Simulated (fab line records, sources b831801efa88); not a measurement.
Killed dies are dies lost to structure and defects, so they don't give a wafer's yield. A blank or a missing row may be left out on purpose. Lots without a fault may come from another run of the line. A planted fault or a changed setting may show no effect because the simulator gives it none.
Problem report in the 8D (eight disciplines) form, filled by code | flow gf180mcu | the parts of the form that need people (team, actions taken, sign-off) are left out

1. THE PROBLEM
TOP_METAL_ALCU_RS at GF_TOP_METAL_RS_MEAS_05 reads a mean of 0.0349 ohm/sq on 1 wafer of 1 lot; wafers without a fault read 0.0328 ohm/sq with a standard deviation of 0.00034. That is +6.2 standard deviations from the usual mean.
The step: measures by four-point-probe.
First seen on wafer L152.1, day 32 07:20, on film_metro-02. The record holds 36 wafers of 12 lots with a number at this step. Rule for "out", or "out of limits": more than 4 standard deviations from the usual mean. The other wafers with a number count as sound.

2. WHAT IT IS AND WHAT IT IS NOT
question                    | is                | is not
which readings at this step | TOP_METAL_ALCU_RS | -
which lots                  | L152              | L137, L138, L139, L141, L142, L149, L155, L156, L157, L158, L159
which wafers of those lots  | L152.1            | L152.2, L152.3
read on which gauges        | film_metro-02     | film_metro-01, film_metro-04
when                        | from day 32 07:20 | up to then (20 sound wafers); but 15 sound wafers of L155, L156, L157, L158, L159 came after

3. SUSPECTS, AND WHAT RULES EACH OUT
Counting: a tool at a process step up to the reading stays a suspect if it ran every lot that is out. Sound lots after the first of them don't rule it out here, since some wafers of a struck lot are sound.
- the gauge at GF_TOP_METAL_RS_MEAS_05: kept. All the wafers that are out were read on film_metro-02, and no step on other tools shows them out.
- pvd_sputter-01 at GF_V5_SPUTTER_22 (material TiN, target thk 10 nm, time 40 s): kept. It ran the lot that is out, L152 (day 32 06:19); its last sound lot up to then is L149 (day 31 12:31).
- pvd_sputter-04 at GF_TOP_METAL_SPUTTER_02 (material AlCu, target thk 900 nm, time 47.82 s): kept. It ran the lot that is out, L152 (day 32 07:14); its last sound lot up to then is L149 (day 31 13:17).
Left after counting: pvd_sputter-01 at GF_V5_SPUTTER_22, pvd_sputter-04 at GF_TOP_METAL_SPUTTER_02, film_metro-02 at GF_TOP_METAL_RS_MEAS_05.

4. THE CAUSE (what the simulator had put in)
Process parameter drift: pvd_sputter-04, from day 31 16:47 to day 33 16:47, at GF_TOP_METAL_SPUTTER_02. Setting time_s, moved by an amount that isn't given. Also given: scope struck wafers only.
Counting left 3 suspects, and this tool is among them.

5. THE CHAIN OF EFFECTS, in route order
Each row: a reading whose mean over the struck wafers that have a number lies more than 3 standard deviations from the usual. Only readings for which the record gives a usual standard deviation are gone through. hours: the time from each lot's start at the first step in this table that gives one to its start at this step, as a median over the lots. sigmas: the change in usual standard deviations.
hours | step                     | reading            | usual         | on struck wafers | change  | sigmas
0     | GF_TOP_METAL_RS_MEAS_05  | TOP_METAL_ALCU_RS  | 0.0328 ohm/sq | 0.0349           | +0.0021 | +6.2
0     | GF_TOP_METAL_THK_MEAS_06 | TOP_METAL_ALCU_THK | 898 nm        | 845              | -53     | -5.3
Later measuring or inspecting steps at which every struck wafer that the step has a row for has a number for every such reading, and none has moved that far: GF_TOP_METAL_OVL_MEAS_15.

6. WHAT WOULD HAVE CAUGHT IT SOONER
In this record the first reading out of limits at a measuring or inspecting step was taken at day 32 07:20, 15 hours after the fault began at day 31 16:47.
Of the tool readings at GF_TOP_METAL_SPUTTER_02 for which the record gives a usual standard deviation, none was out on any struck wafer, so an alarm limit of 4 standard deviations on them would not have fired.
All the lots that are out (1) had begun GF_TOP_METAL_SPUTTER_02 on pvd_sputter-04 by day 32 07:20. A hold on the tool at that time would have spared none of them.
